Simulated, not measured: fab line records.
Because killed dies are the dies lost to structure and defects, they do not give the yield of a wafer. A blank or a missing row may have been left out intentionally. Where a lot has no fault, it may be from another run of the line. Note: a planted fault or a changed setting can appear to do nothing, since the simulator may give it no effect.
Which of the tools did it? || flow gf180mcu || 14 lots, 42 wafers sampled, at 4 steps of a route of 602

WHAT THE GAUGES READ, wafer by wafer
GF_HV_LDD_RS_MEAS_53: a four-point-probe measurement.
{"lot": "L712", "measured": "day 14 15:52", "on": "film metro-02", "HV_LDD_RS (ohm/sq)": "419.0 421.2 419.6"}
{"lot": "L713", "measured": "day 14 23:10", "on": "film metro-02", "HV_LDD_RS (ohm/sq)": "418.9 417.9 418.6"}
{"lot": "L715", "measured": "day 15 16:12", "on": "film metro-02", "HV_LDD_RS (ohm/sq)": "417.4 418.0 416.8"}
{"lot": "L716", "measured": "day 15 22:25", "on": "film metro-03", "HV_LDD_RS (ohm/sq)": "419.2 419.5 420.2"}
{"lot": "L717", "measured": "day 16 03:07", "on": "film metro-03", "HV_LDD_RS (ohm/sq)": "417.8 418.2 418.3"}
{"lot": "L718", "measured": "day 16 16:43", "on": "film metro-04", "HV_LDD_RS (ohm/sq)": "419.2 417.8 419.5"}
{"lot": "L719", "measured": "day 16 23:16", "on": "film metro-03", "HV_LDD_RS (ohm/sq)": "418.8 419.0 417.8"}
{"lot": "L720", "measured": "day 17 10:04", "on": "film metro-03", "HV_LDD_RS (ohm/sq)": "419.6 418.7 419.2"}
{"lot": "L721", "measured": "day 17 15:12", "on": "film metro-04", "HV_LDD_RS (ohm/sq)": "421.4 419.8 420.0"}
{"lot": "L722", "measured": "day 17 21:33", "on": "film metro-03", "HV_LDD_RS (ohm/sq)": "418.5 418.0 418.3"}
{"lot": "L727", "measured": "day 19 18:24", "on": "film metro-04", "HV_LDD_RS (ohm/sq)": "415.1 415.4 414.3"}
{"lot": "L729", "measured": "day 20 01:01", "on": "film metro-02", "HV_LDD_RS (ohm/sq)": "416.2 414.6 414.3"}
{"lot": "L732", "measured": "day 21 03:54", "on": "film metro-03", "HV_LDD_RS (ohm/sq)": "418.2 417.7 416.3"}
{"lot": "L733", "measured": "day 21 09:41", "on": "film metro-03", "HV_LDD_RS (ohm/sq)": "419.8 419.1 419.7"}

GF_V2_RS_MEAS_24: a four-point-probe measurement.
{"lot": "L712", "measured": "day 23 06:21", "on": "film metro-02", "V2_W_RS (ohm/sq)": "0.322 0.312 0.309"}
{"lot": "L713", "measured": "day 23 15:12", "on": "film metro-04", "V2_W_RS (ohm/sq)": "0.311 0.311 0.312"}
{"lot": "L715", "measured": "day 24 07:18", "on": "film metro-04", "V2_W_RS (ohm/sq)": "0.312 0.313 0.308"}
{"lot": "L716", "measured": "day 24 12:19", "on": "film metro-04", "V2_W_RS (ohm/sq)": "0.317 0.312 0.313"}
{"lot": "L717", "measured": "day 24 18:34", "on": "film metro-04", "V2_W_RS (ohm/sq)": "0.316 0.313 0.311"}
{"lot": "L718", "measured": "day 25 09:34", "on": "film metro-03", "V2_W_RS (ohm/sq)": "0.316 0.319 0.313"}
{"lot": "L719", "measured": "day 25 14:21", "on": "film metro-03", "V2_W_RS (ohm/sq)": "0.317 0.318 0.318"}
{"lot": "L720", "measured": "day 25 23:58", "on": "film metro-04", "V2_W_RS (ohm/sq)": "0.311 0.310 0.307"}
{"lot": "L721", "measured": "day 26 06:07", "on": "film metro-04", "V2_W_RS (ohm/sq)": "0.310 0.314 0.317"}
{"lot": "L722", "measured": "day 26 11:12", "on": "film metro-04", "V2_W_RS (ohm/sq)": "0.315 0.308 0.314"}
{"lot": "L727", "measured": "day 28 01:32", "on": "film metro-02", "V2_W_RS (ohm/sq)": "0.313 0.314 0.312"}
{"lot": "L729", "measured": "day 28 09:33", "on": "film metro-04", "V2_W_RS (ohm/sq)": "0.310 0.308 0.316"}
{"lot": "L732", "measured": "day 29 07:35", "on": "film metro-04", "V2_W_RS (ohm/sq)": "0.312 0.311 0.309"}
{"lot": "L733", "measured": "day 29 12:19", "on": "film metro-02", "V2_W_RS (ohm/sq)": "0.314 0.311 0.311"}

WHICH TOOL RAN EACH LOT (tool, then ch and the chambers of the sampled wafers, then the start)
{"lot": "L712", "GF_HV_LDD_RTA_52": "rtp anneal-02 ch 0, day 14 15:47", "GF_V2_CVD_23": "cvd w-02 ch 0,1, day 23 06:14"}
{"lot": "L713", "GF_HV_LDD_RTA_52": "rtp anneal-01 ch 0, day 14 23:05", "GF_V2_CVD_23": "cvd w-01 ch 0,1, day 23 15:05"}
{"lot": "L715", "GF_HV_LDD_RTA_52": "rtp anneal-01 ch 0, day 15 16:08", "GF_V2_CVD_23": "cvd w-01 ch 0,1, day 24 07:11"}
{"lot": "L716", "GF_HV_LDD_RTA_52": "rtp anneal-02 ch 0, day 15 22:21", "GF_V2_CVD_23": "cvd w-02 ch 0,1, day 24 12:11"}
{"lot": "L717", "GF_HV_LDD_RTA_52": "rtp anneal-02 ch 0, day 16 03:02", "GF_V2_CVD_23": "cvd w-01 ch 0,1, day 24 18:28"}
{"lot": "L718", "GF_HV_LDD_RTA_52": "rtp anneal-01 ch 0, day 16 16:39", "GF_V2_CVD_23": "cvd w-02 ch 0,1, day 25 09:26"}
{"lot": "L719", "GF_HV_LDD_RTA_52": "rtp anneal-01 ch 0, day 16 23:11", "GF_V2_CVD_23": "cvd w-02 ch 0,1, day 25 14:14"}
{"lot": "L720", "GF_HV_LDD_RTA_52": "rtp anneal-02 ch 0, day 17 09:59", "GF_V2_CVD_23": "cvd w-01 ch 1, day 25 23:50"}
{"lot": "L721", "GF_HV_LDD_RTA_52": "rtp anneal-01 ch 0, day 17 15:08", "GF_V2_CVD_23": "cvd w-02 ch 0,1, day 26 06:00"}
{"lot": "L722", "GF_HV_LDD_RTA_52": "rtp anneal-02 ch 0, day 17 21:29", "GF_V2_CVD_23": "cvd w-01 ch 0,1, day 26 11:05"}
{"lot": "L727", "GF_HV_LDD_RTA_52": "rtp anneal-02 ch 0, day 19 18:20", "GF_V2_CVD_23": "cvd w-01 ch 0,1, day 28 01:26"}
{"lot": "L729", "GF_HV_LDD_RTA_52": "rtp anneal-02 ch 0, day 20 00:56", "GF_V2_CVD_23": "cvd w-01 ch 0,1, day 28 09:26"}
{"lot": "L732", "GF_HV_LDD_RTA_52": "rtp anneal-01 ch 0, day 21 03:50", "GF_V2_CVD_23": "cvd w-01 ch 0,1, day 29 07:28"}
{"lot": "L733", "GF_HV_LDD_RTA_52": "rtp anneal-01 ch 0, day 21 09:37", "GF_V2_CVD_23": "cvd w-01 ch 0,1, day 29 12:12"}
- GF_HV_LDD_RTA_52: time 10 s.
- GF_V2_CVD_23: deposits W, target thk 350 nm, time 104.94 s.

WHAT THE TOOLS THEMSELVES READ (means of the sampled wafers that have a number; where no wafer has one, the mark that the record gives instead)
GF_HV_LDD_RTA_52.
{"lot": "L712", "tool": "rtp anneal-02", "lamp power pct (%)": 37.6, "wafer_temp_C_max": 1004.0}
{"lot": "L713", "tool": "rtp anneal-01", "lamp power pct (%)": 32.0, "wafer_temp_C_max": 1006.7}
{"lot": "L715", "tool": "rtp anneal-01", "lamp power pct (%)": 32.0, "wafer_temp_C_max": 1006.4}
{"lot": "L716", "tool": "rtp anneal-02", "lamp power pct (%)": 37.6, "wafer_temp_C_max": 1004.3}
{"lot": "L717", "tool": "rtp anneal-02", "lamp power pct (%)": 37.6, "wafer_temp_C_max": 1004.4}
{"lot": "L718", "tool": "rtp anneal-01", "lamp power pct (%)": 32.0, "wafer_temp_C_max": 1006.3}
{"lot": "L719", "tool": "rtp anneal-01", "lamp power pct (%)": 32.0, "wafer_temp_C_max": 1006.2}
{"lot": "L720", "tool": "rtp anneal-02", "lamp power pct (%)": 37.6, "wafer_temp_C_max": 1005.2}
{"lot": "L721", "tool": "rtp anneal-01", "lamp power pct (%)": 32.0, "wafer_temp_C_max": 1005.9}
{"lot": "L722", "tool": "rtp anneal-02", "lamp power pct (%)": 37.6, "wafer_temp_C_max": 1004.7}
{"lot": "L727", "tool": "rtp anneal-02", "lamp power pct (%)": 27.8, "wafer_temp_C_max": 889.2}
{"lot": "L729", "tool": "rtp anneal-02", "lamp power pct (%)": 27.8, "wafer_temp_C_max": 890.0}
{"lot": "L732", "tool": "rtp anneal-01", "lamp power pct (%)": 32.0, "wafer_temp_C_max": 1004.4}
{"lot": "L733", "tool": "rtp anneal-01", "lamp power pct (%)": 32.0, "wafer_temp_C_max": 1005.7}

GF_V2_CVD_23.
{"lot": "L712", "tool": "cvd w-02", "heater power w (W)": 1018}
{"lot": "L713", "tool": "cvd w-01", "heater power w (W)": 858}
{"lot": "L715", "tool": "cvd w-01", "heater power w (W)": 781}
{"lot": "L716", "tool": "cvd w-02", "heater power w (W)": 1022}
{"lot": "L717", "tool": "cvd w-01", "heater power w (W)": 864}
{"lot": "L718", "tool": "cvd w-02", "heater power w (W)": 1009}
{"lot": "L719", "tool": "cvd w-02", "heater power w (W)": 1014}
{"lot": "L720", "tool": "cvd w-01", "heater power w (W)": 727}
{"lot": "L721", "tool": "cvd w-02", "heater power w (W)": 1019}
{"lot": "L722", "tool": "cvd w-01", "heater power w (W)": 864}
{"lot": "L727", "tool": "cvd w-01", "heater power w (W)": 785}
{"lot": "L729", "tool": "cvd w-01", "heater power w (W)": 780}
{"lot": "L732", "tool": "cvd w-01", "heater power w (W)": 803}
{"lot": "L733", "tool": "cvd w-01", "heater power w (W)": 850}

THE ANSWER, worked out from the rows above alone
Rule: usual is defined by the lots themselves. The widest of any qualifying gaps counts: lots, ordered by their means at a reading, are off when they make up no more than a third of the lots, leave a main group of 4 or more, and stand apart from it by 3 or more times the standard deviation of that group's means. The tables above print the reading to a certain number of digits; a main group whose means all agree to those digits is not used. Also off: a lot with no number at a reading for which 4 or more lots have one. All remaining lots with rows at the step are treated as sound. The gauges are gone through in route order, then the tools' own readings, and for those a lot's mean is taken as printed above. At the first step where some lot is off, the reading lying furthest off is the one used; lots without a number count as furthest.
Off at GF_HV_LDD_RTA_52 (wafer_temp_C_max): L727, L729. The main group: mean 1005.4, standard deviation 0.92.
If a tool, at that step or one of the process steps before it, ran each lot that is off and ran no sound lot following the first of them, it fits. One candidate fits, namely rtp anneal-02 at GF_HV_LDD_RTA_52. A fault onset in the window from L722 (day 17 21:29, its last sound lot) to L727 (day 19 18:20, its first lot off) fits.
The tool's own readings at GF_HV_LDD_RTA_52 bear it out: on the lots that are off they differ by more than 5 times the standard deviation of the sound lots' means. wafer_temp_C_max reads 889.6 there against 1005.4 on the sound lots.

WHAT THE SIMULATOR PUT IN
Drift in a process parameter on rtp anneal-02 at GF_HV_LDD_RTA_52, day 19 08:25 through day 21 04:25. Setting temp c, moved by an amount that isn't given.
Lots struck among those shown: L727, L729. This agrees with what the rule above found.
